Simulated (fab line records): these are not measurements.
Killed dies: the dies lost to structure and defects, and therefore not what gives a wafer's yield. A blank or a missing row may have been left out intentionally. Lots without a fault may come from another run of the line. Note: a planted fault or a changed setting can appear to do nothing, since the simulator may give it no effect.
Which tool was responsible? -- flow sky130 -- 12 lots with 36 wafers sampled at 2 steps, on a route of 708 steps

== WHAT THE GAUGES SHOWED, per wafer ==
SKY_NWELL_THK_MEAS_02.
lot,measured,on,NWELL_OXIDATION_THK (nm)
L075,day 2 19:35,film metro-01,9.99 10.08 9.98
L077,day 3 05:06,film metro-01,10.18 10.08 10.18
L079,day 3 15:03,film metro-01,10.22 10.05 10.00
L081,day 4 01:03,film metro-01,10.08 9.85 9.79
L083,day 4 11:52,film metro-02,10.22 10.21 10.16
L085,day 4 21:57,film metro-01,9.71 9.98 9.87
L087,day 5 07:08,film metro-04,10.01 10.02 10.18
L089,day 5 17:53,film metro-04,10.20 10.02 9.91
L091,day 6 06:22,film metro-01,9.76 9.84 9.88
L093,day 6 16:48,film metro-01,9.93 10.10 10.06
L095,day 7 00:26,film metro-01,10.41 10.40 10.50
L097,day 7 15:03,film metro-04,9.78 9.77 9.86

== WHICH TOOL RAN EACH LOT (tool, then ch and the chambers of the sampled wafers, then the start) ==
lot,SKY_FIELD_ISO_ETCH_17
L075,"rie si-02 ch 1,3, day 2 11:08"
L077,"rie si-02 ch 1,3, day 2 22:34"
L079,"rie si-01 ch 0,3, day 3 07:58"
L081,"rie si-02 ch 0,1, day 3 18:38"
L083,"rie si-01 ch 1,2,3, day 4 03:31"
L085,"rie si-02 ch 0,1,2, day 4 14:05"
L087,"rie si-01 ch 1,3, day 5 00:13"
L089,"rie si-01 ch 1,2,3, day 5 11:52"
L091,"rie si-02 ch 2,3, day 5 21:25"
L093,"rie si-02 ch 2,3, day 6 08:58"
L095,"rie si-02 ch 0,1,2, day 6 18:53"
L097,"rie si-02 ch 0,3, day 7 06:01"
- SKY_FIELD_ISO_ETCH_17: etches Si in HBr/Cl2/O2, target depth 342 nm, time 97.7 s.

== THE ANSWER, worked out from the rows above alone ==
Rule: usual is defined by the lots themselves. Put in order of their means at a reading, lots are off if they are a third of the lots or fewer, leave a main group of 4 or more, and stand apart from it by a gap of 3 or more times the standard deviation of the main group's means; of several such gaps the widest counts. Not used: any main group whose means are identical at the precision the tables above print for the reading. A lot without any number at a reading at which 4 lots or more have one is off too. The other lots that the step has rows for count as sound.
Across all readings shown, no lot is off: no conclusion can be drawn from this.

== WHAT WAS PUT IN BY THE SIMULATOR ==
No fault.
